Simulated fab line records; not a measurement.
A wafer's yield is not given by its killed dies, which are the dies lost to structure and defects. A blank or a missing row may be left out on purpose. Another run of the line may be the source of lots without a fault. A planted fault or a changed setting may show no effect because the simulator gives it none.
What tool caused it?    flow sky130    12 lots with 36 wafers sampled at 4 steps, on a route of 708 steps

WHAT THE GAUGES READ, wafer by wafer
SKY_METAL1_RS_MEAS_05: measurement is done with a four-point probe.
lot   measured      on             METAL1_ALCU_RS (ohm/sq)
L651  day 31 16:07  film_metro-04  0.1237 0.1242 0.1235
L652  day 31 20:23  film_metro-03  0.1287 0.1295 0.1270
L653  day 32 01:40  film_metro-02  0.1256 0.1255 0.1245
L654  day 32 10:27  film_metro-02  0.1289 0.1278 0.1274
L655  day 32 23:59  film_metro-03  0.1258 0.1284 0.1247
L658  day 34 00:23  film_metro-03  0.1253 0.1247 0.1239
L661  day 34 23:49  film_metro-03  0.1275 0.1269 0.1295
L666  day 36 08:55  film_metro-03  0.1281 0.1289 0.1271
L667  day 36 20:38  film_metro-03  0.1279 0.1294 0.1302
L672  day 38 05:25  film_metro-04  0.1268 0.1268 0.1260
L673  day 38 14:46  film_metro-04  0.1289 0.1287 0.1275
L674  day 38 22:14  film_metro-02  0.1263 0.1271 0.1265

EACH LOT AND THE TOOL THAT RAN IT (in order: tool; ch and the chambers of the sampled wafers; start)
lot   SKY_CONTACT_ETCH_16                 SKY_METAL1_SPUTTER_00         SKY_METAL1_SPUTTER_04
L651  rie_diel-02 ch 1,2,3, day 31 14:31  pvd_sputter-03, day 31 15:56  pvd_sputter-03, day 31 16:01
L652  rie_diel-03 ch 2,3, day 31 18:20    pvd_sputter-04, day 31 20:13  pvd_sputter-04, day 31 20:18
L653  rie_diel-01 ch 1,3, day 32 00:04    pvd_sputter-03, day 32 01:30  pvd_sputter-03, day 32 01:35
L654  rie_diel-02 ch 0,1,2, day 32 08:31  pvd_sputter-04, day 32 10:15  pvd_sputter-04, day 32 10:20
L655  rie_diel-02 ch 0,2, day 32 22:29    pvd_sputter-03, day 32 23:51  pvd_sputter-03, day 32 23:56
L658  rie_diel-01 ch 0,1,2, day 33 22:47  pvd_sputter-03, day 34 00:13  pvd_sputter-03, day 34 00:19
L661  rie_diel-03 ch 0,1,2, day 34 22:07  pvd_sputter-04, day 34 23:37  pvd_sputter-04, day 34 23:42
L666  rie_diel-03 ch 0,2,3, day 36 07:22  pvd_sputter-03, day 36 08:46  pvd_sputter-03, day 36 08:51
L667  rie_diel-03 ch 0,3, day 36 19:05    pvd_sputter-02, day 36 20:29  pvd_sputter-02, day 36 20:35
L672  rie_diel-03 ch 0,1, day 38 03:52    pvd_sputter-02, day 38 05:15  pvd_sputter-02, day 38 05:20
L673  rie_diel-01 ch 0,1,2, day 38 13:13  pvd_sputter-02, day 38 14:38  pvd_sputter-02, day 38 14:43
L674  rie_diel-02 ch 0,2,3, day 38 20:41  pvd_sputter-04, day 38 22:04  pvd_sputter-04, day 38 22:10
- SKY_CONTACT_ETCH_16: etches BARC in N2/H2, stops on SiO2, time 45.9 s, target depth 60 nm.
- SKY_METAL1_SPUTTER_00: material Ti, target thk 15 nm, time 10 s.
- SKY_METAL1_SPUTTER_04: material TiN, target thk 70 nm, time 58.3 s.

AS READ BY THE TOOLS THEMSELVES (means over the sampled wafers that have a number; for cases with no such wafer, the mark the record gives instead)
SKY_CONTACT_ETCH_16.
lot   tool         drypump_motor_current_A (A)  oes_product_au (a.u.)  throttle_valve_pct (%)
L651  rie_diel-02  5.6                          0.859                  13.216
L652  rie_diel-03  5.5                          0.856                  13.230
L653  rie_diel-01  6.2                          0.862                  13.219
L654  rie_diel-02  5.7                          0.855                  13.229
L655  rie_diel-02  5.5                          0.853                  13.215
L658  rie_diel-01  5.7                          0.858                  13.232
L661  rie_diel-03  5.8                          0.858                  13.222
L666  rie_diel-03  5.7                          0.856                  13.228
L667  rie_diel-03  5.8                          0.857                  13.222
L672  rie_diel-03  6.1                          0.854                  13.228
L673  rie_diel-01  5.7                          0.849                  13.228
L674  rie_diel-02  5.5                          0.850                  13.224

SKY_METAL1_SPUTTER_00.
lot   tool            cathode_dc_power_W (W)  chamber_pressure_pa (Pa)  throttle_valve_pct (%)
L651  pvd_sputter-03  3000.5                  0.4006                    31.1
L652  pvd_sputter-04  2999.7                  0.4002                    30.3
L653  pvd_sputter-03  2999.9                  0.4009                    30.1
L654  pvd_sputter-04  2999.8                  0.4002                    30.5
L655  pvd_sputter-03  3000.3                  0.3996                    30.7
L658  pvd_sputter-03  3000.1                  0.4007                    30.4
L661  pvd_sputter-04  3000.2                  0.3994                    30.0
L666  pvd_sputter-03  -                       -                         -
L667  pvd_sputter-02  -                       -                         -
L672  pvd_sputter-02  2999.8                  0.3992                    30.8
L673  pvd_sputter-02  3000.2                  0.3999                    30.3
L674  pvd_sputter-04  3000.3                  0.4006                    29.8

SKY_METAL1_SPUTTER_04.
lot   tool            cathode_dc_power_W (W)  chamber_pressure_pa (Pa)  throttle_valve_pct (%)
L651  pvd_sputter-03  6499.8                  0.4002                    31.0
L652  pvd_sputter-04  6500.0                  0.3997                    30.3
L653  pvd_sputter-03  6499.5                  0.3997                    30.4
L654  pvd_sputter-04  6501.3                  0.4013                    30.2
L655  pvd_sputter-03  6499.2                  0.4002                    31.0
L658  pvd_sputter-03  6499.8                  0.4000                    30.1
L661  pvd_sputter-04  6500.1                  0.3995                    30.0
L666  pvd_sputter-03  6500.3                  0.3995                    30.5
L667  pvd_sputter-02  6499.7                  0.4001                    30.3
L672  pvd_sputter-02  6499.5                  0.4002                    30.6
L673  pvd_sputter-02  6500.4                  0.4000                    30.3
L674  pvd_sputter-04  6500.3                  0.4001                    29.9

THE ANSWER, worked out from the rows above alone
Rule: what is usual is taken from the lots themselves. The widest of any qualifying gaps counts: lots, ordered by their means at a reading, are off when they make up no more than a third of the lots, leave a main group of 4 or more, and stand apart from it by 3 or more times the standard deviation of that group's means. A main group whose means are all the same, to the digits that the tables above print for the reading, isn't used. A lot without any number at a reading at which 4 lots or more have one is off too. Any other lot the step has rows for is counted as sound. After the gauges, taken in route order, come the tools' own readings; for these a lot's mean is taken, as printed above. The first step at which some lot is off is used, and at that step the reading that is off furthest; a lot without a number counts as furthest.
Off: L666, L667, at SKY_METAL1_SPUTTER_00 (cathode_dc_power_W). Without a number there: L666, L667. The main group has a mean of 3000.1 W with a standard deviation of 0.25.
If a tool, at that step or one of the process steps before it, ran each lot that is off and ran no sound lot following the first of them, it fits. No candidate that was tried fits.

WHAT THE SIMULATOR HAD INSERTED
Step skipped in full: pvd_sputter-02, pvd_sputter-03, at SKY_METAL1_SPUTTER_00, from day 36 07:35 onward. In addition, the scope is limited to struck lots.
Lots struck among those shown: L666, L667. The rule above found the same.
